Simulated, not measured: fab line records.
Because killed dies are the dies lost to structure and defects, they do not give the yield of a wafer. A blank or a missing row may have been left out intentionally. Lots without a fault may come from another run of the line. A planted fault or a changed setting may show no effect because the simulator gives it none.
Chamber matching	flow sky130	rie si-01 running SKY_FIELD_ISO_ETCH_17: 4 sister chambers
The step etches Si in HBr/Cl2/O2, target depth 342 nm, time 97.7 s. 8 wafers are shown with their chamber, then 9 later ones without.

## WAFERS WITH THEIR CHAMBER
wafer	chamber	drypump motor current A (A)	he backside leak sccm (sccm)
L791.5	1	5.9	3.2
L801.4	1	5.9	3.0
L803.1	2	5.2	2.8
L803.5	0	5.3	2.7
L803.6	3	5.3	2.6
L805.1	2	5.1	2.6
L805.5	3	5.3	2.6
L805.6	0	5.3	2.7

## WAFERS WITH NO CHAMBER GIVEN
wafer	drypump motor current A (A)	he backside leak sccm (sccm)
L807.1	5.3	2.5
L807.4	5.9	2.9
L807.5	5.3	2.6
L810.1	5.2	2.7
L810.3	5.3	2.7
L810.6	5.2	2.8
L811.2	5.2	2.9
L811.3	5.3	2.7
L811.5	5.2	2.6

## CHAMBER TAKEN BY EACH
wafer	from the rows above	in truth
L807.1	can't be placed: 3 or 0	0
L807.4	1	1
L807.5	can't be placed: 3 or 0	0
L810.1	can't be placed: 2 or 0 or 3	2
L810.3	can't be placed: 0 or 3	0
L810.6	can't be placed: 2 or 0 or 3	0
L811.2	can't be placed: 2 or 0 or 3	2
L811.3	can't be placed: 0 or 3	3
L811.5	can't be placed: 2 or 3 or 0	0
Correct placement for 1 of the 9. Unplaceable from these rows: 8, with the true chamber sitting among the candidates in 8. 0 placed wrongly.
How it was worked out, from the rows above alone: a wafer's distance from a chamber is the root of the sum, over the readings, of the square of ((its reading less the chamber's mean) divided by the reading's scatter). The wafer belongs to the nearest chamber; if the next one is less than 2 further off, it can't be placed. For every chamber, the mean is computed from those of its wafers that are shown. The scatter is the square root of a quotient: the sum, over the shown wafers, of each reading's squared deviation from its chamber's mean, divided by wafers minus chambers.
